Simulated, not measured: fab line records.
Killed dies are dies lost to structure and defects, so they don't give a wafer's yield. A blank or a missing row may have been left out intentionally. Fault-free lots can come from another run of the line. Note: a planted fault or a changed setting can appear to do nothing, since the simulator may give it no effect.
Problem report in the 8D (eight disciplines) form, filled by code | flow sky130 | the parts of the form that need people (team, actions taken, sign-off) are left out

== 1. WHAT IS WRONG ==
Mean of overpolish run s at SKY_VIA4_CMP_21: 0.036 s across 3 wafers in 3 lots; on wafers with no fault it is 24.999 s (standard deviation 0.009). So: -99 or more standard deviations from the usual mean.
The step: polishes, stops on SiO2, t overpolish 25 s, target thk 0 nm.
The first sign was on wafer L174.2 at day 48 00:28, on cmp-01. Wafers with a number at this step in the record: 44, from 15 lots. The rule behind "out" and "out of limits": a value lying over 4 standard deviations away from the usual mean. Any other wafer with a number is counted as sound.

== 2. WHAT IT IS; WHAT IT IS NOT ==
question                    | is                                   | is not
which readings at this step | overpolish run s, time to endpoint s | motor current A
which lots                  | L174, L175, L177                     | L157, L158, L159, L160, L161, L162, L164, L165, L166, L168, L178, L179
which wafers of those lots  | L174.2, L175.3, L177.2               | L174.1, L174.6, L175.1, L177.4, L177.5
read on which tools         | cmp-01                               | cmp-02
when                        | from day 48 00:28                    | up to then (32 sound wafers); but 9 sound wafers of L175, L177, L178, L179 came after

== 3. WHAT RULES OUT EACH SUSPECT ==
Counting: if a tool at a process step up to the reading ran every lot that is out, it stays a suspect. Sound lots after the first of them don't rule it out here, since some wafers of a struck lot are sound.
- cmp-01 at SKY_VIA4_CMP_21 (polishes, stops on SiO2, t overpolish 25 s, target thk 0 nm): kept. It processed each lot that is out (first: L174, day 48 00:28); up to then, its last sound lot is L168 (day 46 10:32). Out on those wafers are its own readings of overpolish run s, time to endpoint s.
Left after counting: cmp-01 at SKY_VIA4_CMP_21.

== 4. THE CAUSE (what the simulator had put in) ==
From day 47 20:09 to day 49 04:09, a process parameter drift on cmp-01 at SKY_VIA4_CMP_21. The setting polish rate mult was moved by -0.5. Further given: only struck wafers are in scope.
Only this tool survived the counting.

== 5. THE CHAIN OF EFFECTS, in route order ==
One row per reading whose mean, taken over the struck wafers that have a number, lies over 3 standard deviations from the usual. Only readings whose record carries a usual standard deviation are examined. hours: median over the lots of the time between each lot's start at the first step of this table that gives one and its start at this step. sigmas: the change, counted in usual standard deviations.
hours | step                  | reading              | usual    | on struck wafers | change  | sigmas
0     | SKY_VIA4_CMP_21       | overpolish run s     | 24.999 s | 0.036            | -24.963 | -99 or more
0     | SKY_VIA4_CMP_21       | time to endpoint s   | 122 s    | 192              | +70     | +16
57    | SKY_PAD_OPEN_PROBE_99 | defect limited yield | 82.6 %   | 0.0              | -82.6   | -46
57    | SKY_PAD_OPEN_PROBE_99 | killed_at_M4_up      | 2.9      | 412.3            | +409.4  | +99 or more
57    | SKY_PAD_OPEN_PROBE_99 | killed dies          | 86       | 492              | +406    | +46
57    | SKY_PAD_OPEN_PROBE_99 | killed on rim        | 16       | 96               | +80     | +19
57    | SKY_PAD_OPEN_PROBE_99 | sort_bin_3_pad_short | 0.8 %    | 83.3             | +82.5   | +99 or more
57    | SKY_PAD_OPEN_PROBE_99 | sort n pass          | 406      | 0                | -406    | -46
57    | SKY_PAD_OPEN_PROBE_99 | sort yield pct       | 82.6 %   | 0.0              | -82.6   | -46
Process steps it contains:
- SKY_VIA4_CMP_21: polishes, stops on SiO2, t overpolish 25 s, target thk 0 nm.
- SKY_PAD_OPEN_PROBE_99

== 6. WHAT WOULD HAVE CAUGHT IT SOONER ==
In this record the first reading out of limits was taken at day 48 00:28, 4 hours after the fault began at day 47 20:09.
